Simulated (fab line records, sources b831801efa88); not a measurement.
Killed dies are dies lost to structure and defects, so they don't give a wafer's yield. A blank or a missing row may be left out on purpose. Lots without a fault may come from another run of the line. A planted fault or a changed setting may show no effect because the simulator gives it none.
A struck lot beside a sound one | flow sfq_line | 42 steps out of a route of 325
Sound: wafers L607.3, L607.4, L607.6. Struck: wafer L603.5. (L603.3, L603.4 of the same lot were not struck and are left out.) The cause comes at the end.
At each step with rows: each side's tool, then ch and its chambers, then its first start. Under that, the readings that differ: sound wafers | struck wafers | difference of the means | sigmas: that difference in standard deviations of wafers without a fault.
alike: readings whose means differ by less than 2 such deviations, and words and numbers that are the same on both sides. not compared: withheld readings, readings that some wafer has no value for, bounds like >300 that may hide the same value, and numbers for which the record gives no deviation and whose values overlap.
The two part at a step that has a row with sigmas, a row that says differs or no value, or rows on one side only. Numbers that don't overlap but have no deviation are shown without sigmas and don't part them. A reading that every wafer of one side lacks parts them only if that side has two wafers or more.

first, 6 steps without rows for these wafers: SFQ_TRILAYER_M0_LITHO_COAT_026 (resist thk 62 nm); SFQ_TRILAYER_M0_LITHO_COAT_021 (resist thk 600 nm); SFQ_TRILAYER_M0_LITHO_SOFTBAKE_025; SFQ_TRILAYER_M0_LITHO_EXPOSE_022 (exposes mask M0, target cd 500 nm); SFQ_TRILAYER_M0_LITHO_PEB_024 (peb time 60 s); SFQ_TRILAYER_M0_LITHO_DEVELOP_023 (time 60 s).
SFQ_M0_OVL_MEAS_906:
  sound on overlay-02, day 19 18:37; struck on overlay-02, day 13 06:10
  reading     | sound     | struck | difference | sigmas
  M0_OVL (nm) | -14 -9 -7 | 6      | +16        | +3
SFQ_TRILAYER_M0_BARC_OPEN_METAL_ETCH_031: etches BARC in O2, target depth 125 nm, time 41.7 s.
  sound on rie_metal-02 ch 0,1, day 19 18:40; struck on rie_metal-04 ch 0, day 13 06:13
  reading               | sound             | struck | difference | sigmas
  oes_product_au (a.u.) | 0.680 0.682 0.676 | 0.689  | +0.010     | +2
  alike: drypump_motor_current_A
  not compared: rf_hours_counter_h
then, 4 steps without rows for these wafers: SFQ_TRILAYER_M0_ETCH_METAL_ETCH_024 (etches Nb in Cl2/Ar, stops on SiO2, target depth 240 nm, time 120 s); SFQ_TRILAYER_M0_STRIP_STRIP_025 (strips in O2); SFQ_TRILAYER_M0_STRIP_SOLV_CLEAN_026 (cleans in NMP, time 600 s); SFQ_TRILAYER_I0_DEP_PECVD_027 (deposits SiO2 from SiH4/N2O, time 111.11 s, target thk 500 nm).
SFQ_TRILAYER_I0_CMP_CMP_028: polishes SiO2.
  sound on cmp-01 ch 0,1,2, day 19 20:22; struck on cmp-01 ch 3, day 13 09:44
  reading                                             | sound             | struck | difference | sigmas
  head_pressure_psi (psi)                             | 3.015 3.018 3.003 | 2.987  | -0.025     | -4
  time_to_endpoint_s (s)                              | 219 216 212       | 190    | -26        | -3
  model.SiO2_of_TRILAYER_I0_DEP_PECVD_027.thk_nm (nm) | 200.8 200.3 198.8 | 249.4  | +49.4      |
  alike: motor_current_A
SFQ_I0_BOW_MEAS_907:
  sound on film_metro-01, day 19 23:25; struck on film_metro-01, day 13 11:35
  not compared: I0_BOW
SFQ_TRILAYER_I0_METRO_MEASURE_029:
  sound on film_metro-01, day 19 23:53; struck on film_metro-04, day 13 16:33
  reading     | sound             | struck | difference | sigmas
  thk_nm (nm) | 200.9 200.3 198.9 | 249.5  | +49.5      | +45
then, 6 steps without rows for these wafers: SFQ_TRILAYER_I0_VIA_LITHO_COAT_036 (resist thk 62 nm); SFQ_TRILAYER_I0_VIA_LITHO_COAT_031 (resist thk 650 nm); SFQ_TRILAYER_I0_VIA_LITHO_SOFTBAKE_035; SFQ_TRILAYER_I0_VIA_LITHO_EXPOSE_032 (exposes mask I0, target cd 500 nm); SFQ_TRILAYER_I0_VIA_LITHO_PEB_034 (peb time 60 s); SFQ_TRILAYER_I0_VIA_LITHO_DEVELOP_033 (time 60 s).
-- the record jumps here: 6 days lie between the struck wafers' starts before and after --
SFQ_I0_OVL_MEAS_908:
  sound on overlay-01, day 20 13:55; struck on overlay-01, day 19 11:52
  alike: I0_OVL
then, 1 step without rows for these wafers: SFQ_TRILAYER_I0_VIA_BARC_OPEN_VIA_ETCH_046 (etches BARC in O2, target depth 125 nm, time 41.7 s).
SFQ_TRILAYER_I0_VIA_ETCH_VIA_ETCH_034: etches SiO2 in CHF3, stops on Nb, target depth 260 nm.
  sound on rie_diel-02 ch 1,2,3, day 20 13:58; struck on rie_diel-03 ch 0, day 19 11:56
  reading                        | sound             | struck | difference | sigmas
  oes_product_au (a.u.)          | 0.860 0.850 0.857 | 0.972  | +0.116     | +23
  model.etch.depth_nm (nm)       | 200.8 200.3 198.8 | 249.4  | +49.4      |
  model.I0.feature_depth_nm (nm) | 200.8 200.3 198.8 | 249.4  | +49.4      |
  alike: drypump_motor_current_A
SFQ_TRILAYER_I0_VIA_STRIP_STRIP_035: strips in O2.
  sound on rie_metal-01 ch 0,1, day 20 14:17; struck on rie_metal-01 ch 1, day 19 12:15
  alike: drypump_motor_current_A, oes_product_au
  not compared: rf_hours_counter_h
then, 1 step without rows for these wafers: SFQ_TRILAYER_I0_VIA_STRIP_SOLV_CLEAN_036 (cleans in NMP, time 600 s).
SFQ_TRILAYER_M1_DEP_PRE_CLEAN_038: time 22.5 s.
  sound on pvd_sputter-06, day 20 14:52; struck on pvd_sputter-04, day 19 12:49
  reading                                             | sound             | struck | difference | sigmas
  model.SiO2_of_TRILAYER_I0_DEP_PECVD_027.thk_nm (nm) | 193.3 192.8 191.3 | 241.9  | +49.4      |
then, 1 step without rows for these wafers: SFQ_TRILAYER_M1_DEP_SPUTTER_037 (material Nb, target thk 200 nm, time 133.3 s).
SFQ_M1_RS_MEAS_909: measures by four-point-probe.
  sound on film_metro-01, day 20 15:01; struck on film_metro-03, day 19 12:59
  alike: M1_NB_RS
then, 6 steps without rows for these wafers: SFQ_TRILAYER_M1_LITHO_COAT_044 (resist thk 62 nm); SFQ_TRILAYER_M1_LITHO_COAT_039 (resist thk 600 nm); SFQ_TRILAYER_M1_LITHO_SOFTBAKE_043; SFQ_TRILAYER_M1_LITHO_EXPOSE_040 (exposes mask M1, target cd 500 nm); SFQ_TRILAYER_M1_LITHO_PEB_042 (peb time 60 s); SFQ_TRILAYER_M1_LITHO_DEVELOP_041 (time 60 s).
SFQ_M1_OVL_MEAS_911:
  sound on overlay-02, day 20 18:43; struck on overlay-02, day 20 09:07
  alike: M1_OVL
SFQ_TRILAYER_M1_BARC_OPEN_METAL_ETCH_054: etches BARC in O2, target depth 125 nm, time 41.7 s.
  sound on rie_metal-04 ch 0,1, day 20 18:45; struck on rie_metal-01 ch 0, day 20 09:09
  alike: drypump_motor_current_A, oes_product_au
  not compared: rf_hours_counter_h
SFQ_TRILAYER_M1_ETCH_METAL_ETCH_042: etches Nb in Cl2/Ar, stops on SiO2, target depth 240 nm, time 120 s.
  sound on rie_metal-04 ch 0,1, day 20 18:50; struck on rie_metal-01 ch 0, day 20 09:14
  alike: drypump_motor_current_A, oes_product_au
  not compared: rf_hours_counter_h
then, 2 steps without rows for these wafers: SFQ_TRILAYER_M1_STRIP_STRIP_043 (strips in O2); SFQ_TRILAYER_M1_STRIP_SOLV_CLEAN_044 (cleans in NMP, time 600 s).
SFQ_TRILAYER_I1_DEP_PECVD_045: deposits SiO2 from SiH4/N2O, time 111.11 s, target thk 500 nm.
  sound on pecvd-04 ch 0,1, day 20 19:41; struck on pecvd-01 ch 1, day 20 10:08
  reading                | sound          | struck | difference | sigmas
  throttle_valve_pct (%) | 23.4 23.1 22.9 | 26.2   | +3.1       | +2
  alike: heater_power_w
-- the record jumps here: 70 days lie between the struck wafers' starts before and after --
SFQ_M8_BOW_MEAS_951:
  sound on film_metro-01, day 94 03:04; struck on film_metro-03, day 90 07:01
  reading                 | sound             | struck | difference | sigmas
  model.etest.i0.link_ohm | 1.971 1.953 1.965 | 1.981  | +0.018     |
  alike: M8_BOW

WHERE THEY PART
First at SFQ_M0_OVL_MEAS_906; last, within this record, at SFQ_TRILAYER_I1_DEP_PECVD_045. Later steps at which nothing parts them and some readings are alike: SFQ_M8_BOW_MEAS_951.

WHY: what the simulator had put in
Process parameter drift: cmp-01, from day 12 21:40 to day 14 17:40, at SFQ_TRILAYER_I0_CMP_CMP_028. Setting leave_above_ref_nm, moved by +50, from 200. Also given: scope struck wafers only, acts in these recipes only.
